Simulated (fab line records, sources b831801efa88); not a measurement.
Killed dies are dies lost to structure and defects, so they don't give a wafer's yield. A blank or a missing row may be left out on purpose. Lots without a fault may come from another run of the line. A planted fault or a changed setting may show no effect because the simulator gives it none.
Chamber matching | flow sky130 | SKY_LI_CONTACT_ETCH_15 on rie_diel-01: 4 sister chambers
The step etches PSG in C4F8/O2/Ar, stops on Si, target depth 600 nm. 4 wafers are shown with their chamber, then 7 later ones without.

WAFERS WITH THEIR CHAMBER
wafer  | chamber | oes_product_au (a.u.)
L607.1 | 1       | 0.831
L607.2 | 2       | 0.834
L609.1 | 3       | 0.829
L609.2 | 0       | 0.843

WAFERS WITHOUT THEIR CHAMBER
wafer  | oes_product_au (a.u.)
L609.5 | 0.832
L612.2 | 0.840
L612.3 | 0.844
L612.6 | 0.841
L614.1 | 0.839
L614.3 | 0.836
L614.5 | 0.833

WHICH CHAMBER EACH WENT THROUGH
wafer  | from the rows above          | in truth
L609.5 | can't be placed: 1 or 2 or 3 | 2
L612.2 | can't be placed: 0 or 2      | 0
L612.3 | 0                            | 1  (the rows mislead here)
L612.6 | 0                            | 0
L614.1 | can't be placed: 0 or 2 or 1 | 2
L614.3 | can't be placed: 2 or 1      | 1
L614.5 | can't be placed: 2 or 1 or 3 | 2
Placed correctly: 1 of 7. Can't be placed from these rows: 5 (the true chamber is among the candidates in 5). Placed wrongly: 1.
How it was worked out, from the rows above alone: a wafer's distance from a chamber is the root of the sum, over the readings, of the square of ((its reading less the chamber's mean) divided by the reading's scatter). The wafer belongs to the nearest chamber; if the next one is less than 2 further off, it can't be placed. A chamber's mean is the mean of its shown wafers. The scatter: with one shown wafer a chamber, the root of the mean of the squares of how far each hidden wafer lies from its nearest shown one.
